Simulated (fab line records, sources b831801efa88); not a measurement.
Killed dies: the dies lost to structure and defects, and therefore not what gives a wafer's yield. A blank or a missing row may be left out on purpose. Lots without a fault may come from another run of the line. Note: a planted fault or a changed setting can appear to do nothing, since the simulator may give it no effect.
Which of the tools did it? | flow sfqLine | 42 wafers sampled from 14 lots at 1 step of a route of 325

## WHAT EACH GAUGE READ, for each wafer
Not one reading of a measure or inspect step in the record can be checked against a usual standard deviation.

## WHAT TOOL EACH LOT RAN ON (gives the tool, then ch and the chambers of the sampled wafers, and finally the start)
lot  | SFQ_TRILAYER_I7_VIA_BARC_OPEN_VIA_ETCH_260
L787 | rieDiel-04 ch 0,2,3, day 68 15:26
L790 | rieDiel-01 ch 2,3, day 70 05:10
L791 | rieDiel-04 ch 0,1,2, day 70 06:22
L797 | rieDiel-02 ch 0,3, day 70 20:42
L798 | rieDiel-01 ch 0,1,3, day 70 21:54
L799 | rieDiel-04 ch 0,2,3, day 70 23:06
L800 | rieDiel-02 ch 0,1,3, day 71 00:18
L801 | rieDiel-01 ch 0,2, day 71 02:42
L802 | rieDiel-04 ch 0,2, day 71 03:54
L803 | rieDiel-02 ch 0,1,3, day 71 05:06
L807 | rieDiel-01 ch 0,2, day 71 23:17
L808 | rieDiel-02 ch 1,3, day 74 03:53
L809 | rieDiel-02 ch 0,2, day 74 06:17
L810 | rieDiel-04 ch 0,2,3, day 74 07:38
- SFQ_TRILAYER_I7_VIA_BARC_OPEN_VIA_ETCH_260: etches BARC in O2, target depth 125 nm, time 41.7 s.

## WHAT THE TOOLS THEMSELVES READ (means of the sampled wafers that have a number; where no wafer has one, the mark that the record gives instead)
SFQ_TRILAYER_I7_VIA_BARC_OPEN_VIA_ETCH_260. Usual: drypumpMotorCurrentA 5.5 A, standard deviation 0.37; oesProductAu 0.685 a.u., standard deviation 0.0048; runLengthS 70.1 s, standard deviation 0.47.
lot  | tool       | drypumpMotorCurrentA (A) | oesProductAu (a.u.) | runLengthS (s) | flag
L787 | rieDiel-04 | 5.1                      | 0.678               | 70.2           | 
L790 | rieDiel-01 | 5.5                      | 0.685               | 69.8           | 
L791 | rieDiel-04 | 5.4                      | 0.684               | 70.1           | 
L797 | rieDiel-02 | 5.8                      | 0.683               | 70.2           | 
L798 | rieDiel-01 | 5.3                      | 0.685               | 69.9           | 
L799 | rieDiel-04 | 5.1                      | 0.707               | 68.8           | OFF
L800 | rieDiel-02 | 5.6                      | 0.682               | 70.6           | 
L801 | rieDiel-01 | 5.5                      | 0.684               | 69.7           | 
L802 | rieDiel-04 | 5.1                      | 0.732               | 67.1           | OFF
L803 | rieDiel-02 | 5.6                      | 0.681               | 70.3           | 
L807 | rieDiel-01 | 5.5                      | 0.685               | 69.5           | 
L808 | rieDiel-02 | 5.4                      | 0.687               | 70.9           | 
L809 | rieDiel-02 | 5.9                      | 0.686               | 70.1           | 
L810 | rieDiel-04 | 5.1                      | 0.680               | 69.8           | 

## THE ANSWER, worked out from the rows above alone
Rule: take the mean of a lot's wafers that have a number; if it is more than 3 standard deviations from the usual mean, the lot is off. Also off: a lot with no number at a reading for which 4 or more lots have one. Where the step has rows for the other lots, those lots are counted as sound. First the gauges in route order, then the tools' own readings, where a lot's mean is used as printed above. The first step at which some lot is off is used, and at that step the reading that is off furthest; a lot without a number counts as furthest.
Off: L799, L802 (SFQ_TRILAYER_I7_VIA_BARC_OPEN_VIA_ETCH_260, oesProductAu).
If a tool, at that step or one of the process steps before it, ran each lot that is off and ran no sound lot following the first of them, it fits. Of those tried, none fits.

## WHAT THE SIMULATOR HAD PUT IN
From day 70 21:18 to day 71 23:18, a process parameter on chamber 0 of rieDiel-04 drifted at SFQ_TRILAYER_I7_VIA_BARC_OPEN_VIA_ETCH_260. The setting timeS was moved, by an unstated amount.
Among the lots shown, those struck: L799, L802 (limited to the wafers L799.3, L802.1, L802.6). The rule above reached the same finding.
